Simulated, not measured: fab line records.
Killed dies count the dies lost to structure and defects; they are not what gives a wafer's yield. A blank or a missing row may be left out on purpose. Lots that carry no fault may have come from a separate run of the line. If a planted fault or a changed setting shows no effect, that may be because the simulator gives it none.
A lot that was struck, set against a sound lot :: flow sky130 :: 35 steps out of a route of 708
Sound: these wafers, L176.1, L176.2, L176.4. Wafers L165.1, L165.5, L165.6 were the ones struck. The cause is named last.
Per side, at each step with rows, come the tool, then ch with its chambers, and then its first start. Under that, the readings that differ: sound wafers :: struck wafers :: difference of the means :: sigmas: that difference in standard deviations of wafers without a fault.
alike: words and numbers the same on both sides, and readings whose means are apart by under 2 such deviations; not compared: readings that were withheld, readings missing a value for some wafer, numbers with overlapping values and no deviation given by the record, and bounds like >300 which may hide the same value.
The two part at a step that has a row with sigmas, a row that says differs or no value, or rows on one side only. Numbers that don't overlap but have no deviation are shown without sigmas and don't part them. A reading that every wafer of one side lacks parts them only if that side has two wafers or more.

first, 10 steps without rows for these wafers: SKY_LDD_LDN_SOFTBAKE_03 (time 60 s); SKY_LDD_LDN_EXPOSE_04 (exposes mask LDNTM, target cd 700 nm); SKY_LDD_LDN_PEB_05; SKY_LDD_LDN_DEVELOP_06 (develop time 60 s); SKY_LDD_LDN_IMPLANT_08; SKY_LDD_LDN_IMPLANT_09; SKY_LDD_LDN_IMPLANT_10; SKY_LDD_LDN_IMPLANT_11; SKY_LDD_LDN_STRIP_12 (strips in O2/N2); SKY_LDD_LDN_CLEAN_14 (cleans in SC1/SC2, time 150 s).
SKY_SPACER_CVD_00: deposits Si3N4 from DCS/NH3, target thk 43.1 nm, time 740 s.
  sound on lpcvd-02 ch 0, day 28 12:58; struck on lpcvd-02 ch 0, day 24 21:10
  alike: spike_tc_bottom_C
then, 23 steps without rows for these wafers: SKY_SPACER_ETCHBACK_02 (etches Si3N4 in CH3F/O2, stops on SiO2, time 46.7 s, target depth 45 nm); SKY_POLY_CUT_DEHYDRATE_00 (time 60 s); SKY_POLY_CUT_HMDS_01 (prime time 60 s); SKY_POLY_CUT_COAT_02 (resist thk 60 nm); SKY_POLY_CUT_COAT_03 (resist thk 450 nm); SKY_POLY_CUT_SOFTBAKE_04 (time 90 s); SKY_POLY_CUT_EXPOSE_05 (exposes mask NPCM, target cd 270 nm); SKY_POLY_CUT_PEB_06; SKY_POLY_CUT_DEVELOP_07 (develop time 60 s); SKY_POLY_CUT_ETCH_10 (etches BARC in N2/H2, stops on SiO2, time 45.9 s, target depth 60 nm); SKY_POLY_CUT_ETCH_11 (etches Si3N4 in CF4/CH2F2/Ar, stops on poly-Si, time 42.5 s, target depth 60 nm); SKY_POLY_CUT_STRIP_12 (strips in O2/N2); SKY_SD_P_DEHYDRATE_00 (time 60 s); SKY_SD_P_HMDS_01 (prime time 60 s); SKY_SD_P_COAT_02 (resist thk 1140 nm); SKY_SD_P_SOFTBAKE_03 (time 60 s); SKY_SD_P_EXPOSE_04 (exposes mask PSDM, target cd 380 nm); SKY_SD_P_PEB_05; SKY_SD_P_DEVELOP_06 (develop time 60 s); SKY_SD_P_IMPLANT_09; SKY_SD_P_STRIP_10 (strips in O2/N2); SKY_RES_XHIGH_DEHYDRATE_00 (time 60 s); SKY_RES_XHIGH_HMDS_01 (prime time 60 s).
-- here the record skips 22 days between the struck wafers' starts before and after, leaving off in module RES_XHIGH and picking up in module PAD_OPEN (first step shown: number 708 of the route) --
SKY_PAD_OPEN_PROBE_99:
  struck on prober-02, day 47 02:34; sound on prober-01, day 49 11:42
reading: killed_at_front_end
sound: 12 15 17
struck: 48 46 44
difference: +31
sigmas: +7

reading: killed_dies
sound: 69 94 99
struck: 133 117 114
difference: +34
sigmas: +4
  alike: killed_at_M0_to_M3, killed_at_M4_up, killed_at_contacts, killed_at_other, killed_open, killed_short

== WHERE THEY PART ==
Only at SKY_PAD_OPEN_PROBE_99, as far as this record shows.

WHY: what the simulator had put in
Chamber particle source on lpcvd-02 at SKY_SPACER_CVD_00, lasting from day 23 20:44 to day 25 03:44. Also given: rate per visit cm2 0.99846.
